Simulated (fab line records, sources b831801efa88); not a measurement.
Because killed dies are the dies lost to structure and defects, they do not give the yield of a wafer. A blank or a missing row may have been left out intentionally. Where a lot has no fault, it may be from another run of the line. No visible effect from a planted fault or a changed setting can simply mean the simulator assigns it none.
Which tool did it? | flow sky130 | 42 wafers from 14 lots sampled at 2 of the route's 708 steps

## WHAT THE GAUGES READ, wafer by wafer
SKY_CONTACT_OVL_MEAS_15. Usual: CONTACT_OVL typically reads 1 nm, with standard deviation 5.4.
lot  | measured     | on         | CONTACT_OVL (nm) | flag
L321 | day 31 20:08 | overlay-01 | 0 5 -9           | 
L322 | day 32 07:56 | overlay-01 | 9 2 0            | 
L323 | day 32 11:56 | overlay-01 | -8 -2 -8         | 
L324 | day 33 03:52 | overlay-01 | -3 0 0           | 
L326 | day 33 23:20 | overlay-01 | -13 0 -5         | 
L327 | day 33 23:34 | overlay-01 | 4 10 11          | 
L325 | day 34 00:37 | overlay-02 | -8 12 0          | 
L328 | day 34 02:56 | overlay-01 | 3 -1 -5          | 
L331 | day 35 13:43 | overlay-01 | -4 2 -2          | 
L339 | day 37 18:52 | overlay-02 | 1 -1 13          | 
L338 | day 37 22:32 | overlay-01 | 5 3 0            | 
L340 | day 38 00:08 | overlay-01 | 4 -1 2           | 
L341 | day 38 10:05 | overlay-02 | -8 -3 -2         | 
L344 | day 39 13:10 | overlay-02 | -5 -4 -9         | 

SKY_METAL1_OVL_MEAS_16. Usual: METAL1_OVL typically reads 3 nm, with standard deviation 4.9.
lot  | measured     | on         | METAL1_OVL (nm) | flag
L321 | day 33 02:01 | overlay-01 | -4 -7 -7        | 
L322 | day 33 13:11 | overlay-01 | 0 -2 5          | 
L323 | day 33 17:11 | overlay-02 | 2 5 6           | 
L324 | day 34 08:26 | overlay-01 | 4 0 4           | 
L326 | day 35 04:28 | overlay-01 | -3 0 9          | 
L327 | day 35 04:40 | overlay-02 | 4 5 7           | 
L325 | day 35 05:10 | overlay-01 | -1 4 5          | 
L328 | day 35 07:41 | overlay-01 | 0 4 7           | 
L331 | day 36 18:25 | overlay-02 | 7 3 5           | 
L339 | day 38 21:59 | overlay-01 | -3 7 4          | 
L338 | day 39 01:34 | overlay-01 | -1 4 12         | 
L340 | day 39 03:55 | overlay-02 | 5 0 -3          | 
L341 | day 39 13:07 | overlay-01 | 10 7 10         | 
L344 | day 40 15:49 | overlay-01 | 0 0 1           | 

## WHAT TOOL EACH LOT RAN ON (gives the tool, then ch and the chambers of the sampled wafers, and finally the start)
Before these readings, the record contains no process step.

## AS READ BY THE TOOLS THEMSELVES (means over the sampled wafers that have a number; for cases with no such wafer, the mark the record gives instead)
The record holds no such reading with a usual standard deviation.

## THE ANSWER, worked out from the rows above alone
Rule: lot off if the mean of its wafers having a number is beyond 3 standard deviations from the usual mean. A lot without any number at a reading at which 4 lots or more have one is off too. Any other lot the step has rows for is counted as sound. After the gauges, taken in route order, come the tools' own readings; for these a lot's mean is taken, as printed above. At the first step where some lot is off, the reading lying furthest off is the one used; lots without a number count as furthest.
None of the lots is off at any reading shown; this tells nothing.

## WHAT WAS PUT IN BY THE SIMULATOR
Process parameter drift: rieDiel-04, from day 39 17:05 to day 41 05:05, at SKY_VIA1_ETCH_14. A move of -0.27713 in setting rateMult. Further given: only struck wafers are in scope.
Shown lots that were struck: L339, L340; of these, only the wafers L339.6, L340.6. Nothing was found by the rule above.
